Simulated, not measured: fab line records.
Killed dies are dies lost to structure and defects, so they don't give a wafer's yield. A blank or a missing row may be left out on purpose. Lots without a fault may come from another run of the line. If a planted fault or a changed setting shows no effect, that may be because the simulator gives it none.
A struck lot beside a sound one / flow gf180mcu / 14 out of 602 route steps
Sound: wafers L631.1, L631.2, L631.5. Wafers struck: L643.1, L643.5, L643.6. The cause is given at the end.
Each step with rows lists, per side, the tool, then ch with its chambers, then its first start. Under that, the readings that differ: sound wafers / struck wafers / difference of the means / sigmas: that difference in standard deviations of wafers without a fault.
alike: a reading whose means differ by less than 2 such deviations, as well as words and numbers matching on both sides. not compared: withheld readings; readings where some wafer has no value; bounds like >300 that might hide an equal value; numbers whose values overlap and for which the record gives no deviation.
A row with sigmas, a row that says differs or no value, or rows on one side alone: a step with any of these is where the two part. Numbers that have no deviation but don't overlap get no sigmas and don't part them. A reading missing from all wafers of one side parts the sides only when that side holds two or more wafers.

first, 1 step without rows for these wafers: GF_NWELL_DEVELOP_06 (develop time 60 s).
GF_NWELL_OVL_MEAS_07:
  sound: overlay-02 at day 4 16:45; struck: overlay-02 at day 7 09:32
  alike: NWELL_OVL
then, 2 steps without rows for these wafers: GF_NWELL_IMPLANT_08; GF_NWELL_IMPLANT_09.
GF_NWELL_STRIP_10: strips in O2/N2.
  sound on plasmaAsher-03 ch 0,1, day 4 17:09; struck on plasmaAsher-03 ch 0,1, day 7 09:53
  alike: drypumpMotorCurrentA, heaterPowerW, n2FlowSccm, oesProductAu, stripTimeToEndpointS
  not compared: rfHoursCounterH
GF_NWELL_TW_MEAS_11:
  sound: filmMetro-04 at day 4 17:15; struck: filmMetro-01 at day 7 09:59
  alike: NWELL_TW
then, 6 steps without rows for these wafers: GF_LVPWELL_DEHYDRATE_00 (time 60 s); GF_LVPWELL_HMDS_01 (prime time 60 s); GF_LVPWELL_COAT_02 (resist thk 3000 nm); GF_LVPWELL_SOFTBAKE_03; GF_LVPWELL_EXPOSE_04 (exposes mask LVPWELL, target cd 600 nm); GF_LVPWELL_PEB_05.
GF_LVPWELL_DEVELOP_06: develop time 60 s.
  struck on lithoTrack-01, day 8 01:00; sound on lithoTrack-04 ch 0, day 5 07:00
  no value came back on the struck wafers for chillPlateTempC (C), developTimeS (s), exhaustPa (Pa); on the sound wafers chillPlateTempC (C) reads 22.90 22.95 22.87
GF_LVPWELL_OVL_MEAS_07:
  sound: overlay-02 at day 5 07:15; struck: overlay-02 at day 8 01:40
reading=LVPWELL_OVL (nm); sound=0.4 1.2 2.0; struck=- - -; difference=no value on the struck wafers; sigmas=

WHERE THEY PART
Last at GF_LVPWELL_OVL_MEAS_07 as far as this record goes, first at GF_LVPWELL_DEVELOP_06.

WHY: the cause the simulator had injected
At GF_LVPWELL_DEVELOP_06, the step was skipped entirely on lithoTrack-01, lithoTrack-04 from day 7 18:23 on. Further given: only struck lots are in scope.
